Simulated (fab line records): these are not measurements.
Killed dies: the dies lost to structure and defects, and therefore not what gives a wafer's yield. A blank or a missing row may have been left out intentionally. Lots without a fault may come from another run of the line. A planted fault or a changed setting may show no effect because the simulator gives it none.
A single fault, viewed from 2 desks | flow sky130 | only its own numbers are on each desk; what lay behind them is given at the end

AT THE METROLOGY DESK
What the gauges read for every lot (on any tool): the sampled wafers with a number, averaged. The brackets show how far a lot's mean lies from the usual mean; more than 4 standard deviations puts the lot out of limits, marked OUT.
Columns: A = PWDE_RS at SKY_NWELL_RS_MEAS_31, usual 5270 ohm/sq; B = cd-nm at SKY_VT_ADJUST_HVTP_CD_MEAS_07, usual 379.3 nm
lot  | first seen here | A    | B
L207 | day 5 10:51     | 5288 | 375.8
L209 | day 5 23:50     | 5298 | 379.9
L216 | day 7 16:17     | 5260 | 376.6
L218 | day 8 01:44     | 5254 | 378.3
L221 | day 9 02:17     | 5278 | 379.5
L222 | day 9 07:28     | 5266 | 373.9
L223 | day 9 15:15     | 5280 | 383.4
L224 | day 9 15:53     | 5240 | 379.6
L226 | day 10 02:38    | 5273 | 379.6
L227 | day 10 08:14    | 5287 | 376.4
L228 | day 10 15:37    | 5244 | 386.3
L229 | day 10 23:40    | 5275 | 377.0
L230 | day 11 06:54    | 5246 | 379.5
Finding of this desk: none of the 13 lots has anything out of limits.

TOOL OWNER'S DESK, implanter-03
The tool's own readings at SKY_SONOS_TUNNEL_IMPLANT_09, given as means over the sampled wafers that have a number, one for each lot that went through this tool. The brackets show how far a lot's mean lies from the usual mean; more than 4 standard deviations puts the lot out of limits, marked OUT.
Columns: A = beam-energy-keV at SKY_SONOS_TUNNEL_IMPLANT_09, usual 20.000
lot  | first seen here | A
L216 | day 14 07:48    | 20.794 (+99 or more) OUT
L218 | day 14 19:00    | 20.801 (+99 or more) OUT
L224 | day 16 22:16    | 19.997
L227 | day 17 20:58    | 20.002
This desk's finding: out of limits on L216, L218; first on L216, day 14 07:48 (beam-energy-keV at SKY_SONOS_TUNNEL_IMPLANT_09). In limits: L224, L227.

PUT TOGETHER
The tool owner's desk had the chance to raise an alarm at day 14 07:48 on L216, L218.
Metrology desk: nothing out of limits seen.
The metrology desk holds a record of L216, L218, inside its limits.
SKY_SONOS_TUNNEL_IMPLANT_09 was run on implanter-03 by each of the lots named.

WHAT WAS PUT IN BY THE SIMULATOR
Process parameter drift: implanter-03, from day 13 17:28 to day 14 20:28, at SKY_SONOS_TUNNEL_IMPLANT_09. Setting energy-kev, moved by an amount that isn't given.
Lots struck among those shown: L216, L218.
Each desk's first reading out of limits, in hours after the fault started: the tool owner's desk, 14.
